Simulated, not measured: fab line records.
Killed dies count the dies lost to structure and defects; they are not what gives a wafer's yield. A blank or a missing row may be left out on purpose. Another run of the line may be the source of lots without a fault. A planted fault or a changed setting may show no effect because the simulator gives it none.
Matching of chambers ; flow sky130 ; SKY_PASSIVATION_CVD_02 on pecvd-04: 3 sister chambers
The step deposits Si3N4, target thk 540 nm. 6 wafers are shown with their chamber, then 10 later ones without.

== WAFERS PAIRED WITH THEIR CHAMBERS ==
wafer;chamber;heater power w (W)
L074.5;2;800
L077.5;2;814
L083.4;0;833
L083.5;1;563
L087.3;1;528
L087.4;0;757

== WAFERS MISSING THEIR CHAMBER ==
wafer;heater power w (W)
L087.6;566
L093.1;802
L093.3;692
L093.4;603
L094.1;535
L094.5;833
L094.6;576
L096.2;589
L096.3;815
L096.5;683

== CHAMBER TAKEN BY EACH ==
wafer;from the rows above;in truth
L087.6;1;1
L093.1;can't be placed: 2 or 0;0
L093.3;can't be placed: 0 or 2 or 1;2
L093.4;1;1
L094.1;1;1
L094.5;can't be placed: 2 or 0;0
L094.6;1;1
L096.2;1;1
L096.3;can't be placed: 2 or 0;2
L096.5;can't be placed: 0 or 2 or 1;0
5 of 10 placed correctly. These rows do not allow placing 5 (true chamber among the candidates in 5). Wrongly placed: 0.
How it was worked out, from the rows above alone: a wafer's distance from a chamber is the root of the sum, over the readings, of the square of ((its reading less the chamber's mean) divided by the reading's scatter). If the next closest chamber is less than 2 further off than the closest, the wafer can't be placed; otherwise it belongs to the closest. A chamber's mean is the mean of its shown wafers. The scatter: take each reading less its chamber's mean, square it, sum over the shown wafers, divide by the number of wafers less the number of chambers, and take the root.
